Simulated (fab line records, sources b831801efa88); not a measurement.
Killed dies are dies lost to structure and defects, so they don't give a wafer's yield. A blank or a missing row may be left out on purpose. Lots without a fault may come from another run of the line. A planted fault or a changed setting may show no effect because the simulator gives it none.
Problem report in the 8D (eight disciplines) form, filled by code | flow sky130 | the parts of the form that need people (team, actions taken, sign-off) are left out

1. THE PROBLEM
SD_N_TW at SKY_SD_N_TW_MEAS_12 reads a mean of 3785 on 6 wafers of 2 lots; wafers without a fault read 3977 with a standard deviation of 24. That is -8.0 standard deviations from the usual mean.
First seen on wafer L785.1, day 33 02:23, on film_metro-01. The record holds 30 wafers of 10 lots with a number at this step. Rule for "out", or "out of limits": more than 4 standard deviations from the usual mean. The other wafers with a number count as sound.

2. WHAT IT IS AND WHAT IT IS NOT
question                    | is                           | is not
which readings at this step | SD_N_TW                      | -
which lots                  | L785, L786                   | L770, L773, L774, L777, L787, L788, L791, L792
which wafers of those lots  | all that have a number       | -
read on which gauges        | film_metro-01, film_metro-02 | -
when                        | from day 33 02:23            | up to then (12 sound wafers); but 12 sound wafers of L787, L788, L791, L792 came after

3. SUSPECTS, AND WHAT RULES EACH OUT
Counting: a tool at a process step up to the reading stays a suspect if it ran every lot that is out and no sound lot after the first of them.
- the gauge at SKY_SD_N_TW_MEAS_12: ruled out. The wafers that are out were read on 2 gauges (film_metro-01, film_metro-02).
- implanter-01 at SKY_SD_N_IMPLANT_09: kept. It ran every lot that is out, first L785 (day 33 01:59), and no sound lot after that; its last sound lot up to then is L774 (day 29 23:35). Its own readings are out on those wafers: beam_energy_keV.
Left after counting: implanter-01 at SKY_SD_N_IMPLANT_09.

4. THE CAUSE (what the simulator had put in)
Process parameter drift: implanter-01, from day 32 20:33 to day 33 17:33, at SKY_SD_N_IMPLANT_09. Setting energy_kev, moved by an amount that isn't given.
Counting left only this tool.

5. THE CHAIN OF EFFECTS, in route order
Each row: a reading whose mean over the struck wafers that have a number lies more than 3 standard deviations from the usual. Only readings for which the record gives a usual standard deviation are gone through. hours: the time from each lot's start at the first step in this table that gives one to its start at this step, as a median over the lots. sigmas: the change in usual standard deviations.
hours | step                | reading                  | usual        | on struck wafers | change | sigmas
0     | SKY_SD_N_IMPLANT_09 | beam_energy_keV          | 49.997       | 41.330           | -8.667 | -99 or more
0     | SKY_SD_N_STRIP_11   | oes_product_au           | 0.528 a.u.   | 0.544            | +0.016 | +3.3
0     | SKY_SD_N_STRIP_11   | strip_time_to_endpoint_s | 22.56 s      | 21.28            | -1.28  | -36
0     | SKY_SD_N_TW_MEAS_12 | SD_N_TW                  | 3977         | 3785             | -192   | -8.0
1     | SKY_SD_N_RS_MEAS_16 | SD_N_RS                  | 68.49 ohm/sq | 75.12            | +6.63  | +55
The process steps in it:
- SKY_SD_N_IMPLANT_09
- SKY_SD_N_STRIP_11: strips in O2/N2.

6. WHAT WOULD HAVE CAUGHT IT SOONER
In this record the first reading out of limits at a measuring or inspecting step was taken at day 33 02:23, 6 hours after the fault began at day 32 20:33.
The tool's own readings at SKY_SD_N_IMPLANT_09 were out on every struck wafer that the step has a row for (beam_energy_keV): an alarm limit on them would have fired on the first of those.
Of the lots that are out (2), L786 began SKY_SD_N_IMPLANT_09 on implanter-01 after day 33 02:23. A hold on the tool at that time would have spared it.
